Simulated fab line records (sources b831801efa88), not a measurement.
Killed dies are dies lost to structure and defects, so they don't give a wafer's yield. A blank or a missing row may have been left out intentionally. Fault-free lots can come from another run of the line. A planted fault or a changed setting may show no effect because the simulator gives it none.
Struck lot and sound lot, side by side / flow gf180mcu / 32 steps out of a route of 602
Sound: these wafers, L344.1, L344.4, L344.6. Wafers L358.1, L358.3, L358.6 were the ones struck. The cause is given at the end.
At each step with rows: each side's tool, then ch and its chambers, then its first start. Under that, the readings that differ: sound wafers / struck wafers / difference of the means / sigmas: that difference in standard deviations of wafers without a fault.
alike: words and numbers the same on both sides, and readings whose means are apart by under 2 such deviations; not compared: readings that were withheld, readings missing a value for some wafer, numbers with overlapping values and no deviation given by the record, and bounds like >300 which may hide the same value.
The two part at a step that has a row with sigmas, a row that says differs or no value, or rows on one side only. Non-overlapping numbers with no deviation appear without sigmas and do not part them. Lack of a reading on every wafer of one side parts them only where that side has two or more wafers.

GF_SAB_ETCH_11: etches SiO2 in C4F8/O2/Ar, target depth 55 nm, time 8.5 s.
  sound on rie-diel-04 ch 1,2, day 17 17:39; struck on rie-diel-01 ch 1,2,3, day 22 14:29
  alike: oes-product-au, rf-fwd-power-W
  not compared: rf-hours-counter-h
then, 1 step without rows for these wafers: GF_SAB_WET_ETCH_12 (etches SiO2 in dHF, target depth 22 nm, time 440 s).
GF_SAB_STRIP_13: strips in O2/N2.
  sound on plasma-asher-03 ch 1, day 17 17:48; struck on plasma-asher-03 ch 0,1, day 22 14:38
  alike: drypump-motor-current-A, heater-power-w, n2-flow-sccm, oes-product-au, strip-time-to-endpoint-s
  not compared: rf-hours-counter-h
then, 2 steps without rows for these wafers: GF_SALICIDE_CLEAN_00 (cleans in SC1/SC2, time 150 s); GF_SALICIDE_WET_ETCH_01 (etches SiO2 in dHF, target depth 5 nm, time 100 s).
GF_SALICIDE_SPUTTER_02: material Co, target thk 10 nm, time 20 s.
  sound: pvd-sputter-04 at day 17 17:59; struck: pvd-sputter-02 at day 22 14:51
  alike: throttle-valve-pct
then, 1 step without rows for these wafers: GF_SALICIDE_SPUTTER_03 (material TiN, target thk 20 nm, time 16.7 s).
GF_SALICIDE_RS_MEAS_04: measurement is done with a four-point probe.
  sound: film-metro-02 at day 17 18:03; struck: film-metro-03 at day 22 14:54
  alike: SALICIDE_TIN_RS
GF_SALICIDE_THK_MEAS_05: measures by xrf.
  sound: film-metro-02 at day 17 18:10; struck: film-metro-03 at day 22 15:01
  alike: SALICIDE_TIN_THK
GF_SALICIDE_RTA_06: time 30 s.
  sound on rtp-anneal-01 ch 0, day 17 18:14; struck on rtp-anneal-01 ch 0, day 22 15:05
  alike: lamp-power-pct, wafer_temp_C_max
then, 2 steps without rows for these wafers: GF_SALICIDE_WET_ETCH_07 (etches the open film in SPM, target depth 120 nm); GF_SALICIDE_RTA_08 (time 30 s).
GF_CONTACT_CVD_00: deposits SiO2, target thk 300 nm, time 50 s.
  sound on hdpcvd-01 ch 0,1, day 17 18:38; struck on hdpcvd-01 ch 1,2, day 22 15:22
reading=sih4-flow-sccm (sccm); sound=59.92 60.12 59.93; struck=51.16 51.14 50.91; difference=-8.92; sigmas=-52
reading=model.SiO2_of_CONTACT_CVD_00.thk-nm (nm); sound=301.7 303.6 300.3; struck=262.5 259.3 260.5; difference=-41.1; sigmas=
GF_CONTACT_THK_MEAS_01:
  sound: film-metro-04 at day 17 18:40; struck: film-metro-02 at day 22 15:25
reading=CONTACT_CVD_00_THK (nm); sound=302 304 300; struck=262 259 260; difference=-42; sigmas=-10
GF_CONTACT_CVD_02: deposits SiO2 from TEOS, target thk 860 nm, time 95.992 s.
  sound on pecvd-04 ch 0,1, day 17 18:44; struck on pecvd-03 ch 1,2, day 22 15:29
  alike: heater-power-w, rf-fwd-power-W
GF_CONTACT_THK_MEAS_03:
  sound: film-metro-04 at day 17 18:48; struck: film-metro-04 at day 22 15:33
  alike: CONTACT_CVD_02_THK
then, 1 step without rows for these wafers: GF_CONTACT_CMP_04 (polishes SiO2).
GF_CONTACT_BOW_MEAS_05:
  sound: film-metro-02 at day 17 19:12; struck: film-metro-04 at day 22 15:55
  alike: CONTACT_BOW
then, 8 steps without rows for these wafers: GF_CONTACT_DEHYDRATE_06 (time 60 s); GF_CONTACT_HMDS_07 (prime time 61.58 s); GF_CONTACT_COAT_08; GF_CONTACT_COAT_09 (resist thk 1000 nm); GF_CONTACT_SOFTBAKE_10 (time 60 s); GF_CONTACT_EXPOSE_11 (exposes mask Contact, target cd 220 nm); GF_CONTACT_PEB_12 (peb time 90 s); GF_CONTACT_DEVELOP_13 (develop time 60 s).
GF_CONTACT_CD_MEAS_14: the cd target is 220 nm.
  sound: cd-sem-02 at day 18 19:29; struck: cd-sem-01 at day 23 14:50
  alike: cd-nm
GF_CONTACT_OVL_MEAS_15:
  sound: overlay-02 at day 18 19:36; struck: overlay-02 at day 23 14:57
  alike: CONTACT_OVL
then, 1 step without rows for these wafers: GF_CONTACT_ETCH_16 (etches BARC in N2/H2).
GF_CONTACT_ETCH_17: etches SiO2 in C4F8/O2/Ar, stops on CoSi2, target depth 860 nm.
  sound: rie-diel-03 ch 0,1,3; struck: rie-diel-04 ch 0,2,3
reading=oes-product-au (a.u.); sound=0.813 0.819 0.804; struck=0.790 0.787 0.789; difference=-0.023; sigmas=-4
reading=model.etch.depth-nm (nm); sound=863.3 864.1 860.4; struck=822.3 817.3 819.3; difference=-43.0; sigmas=
reading=model.CONTACT.feature-depth-nm (nm); sound=863.3 864.1 860.4; struck=822.3 817.3 819.3; difference=-43.0; sigmas=
  alike: rf-fwd-power-W
then, 1 step without rows for these wafers: GF_CONTACT_STRIP_18 (strips in O2/N2).
GF_PASSIVATION_PROBE_99:
  sound wafers here have rows in the record (prober-01, day 31 13:30); struck ones have none

WHERE THEY PART
First at GF_CONTACT_CVD_00; last, within this record, at GF_PASSIVATION_PROBE_99.

WHY: what had been put in by the simulator
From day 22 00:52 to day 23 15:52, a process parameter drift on hdpcvd-01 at GF_CONTACT_CVD_00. The setting sih4-flow-sccm was moved by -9, starting from 60. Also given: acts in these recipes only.
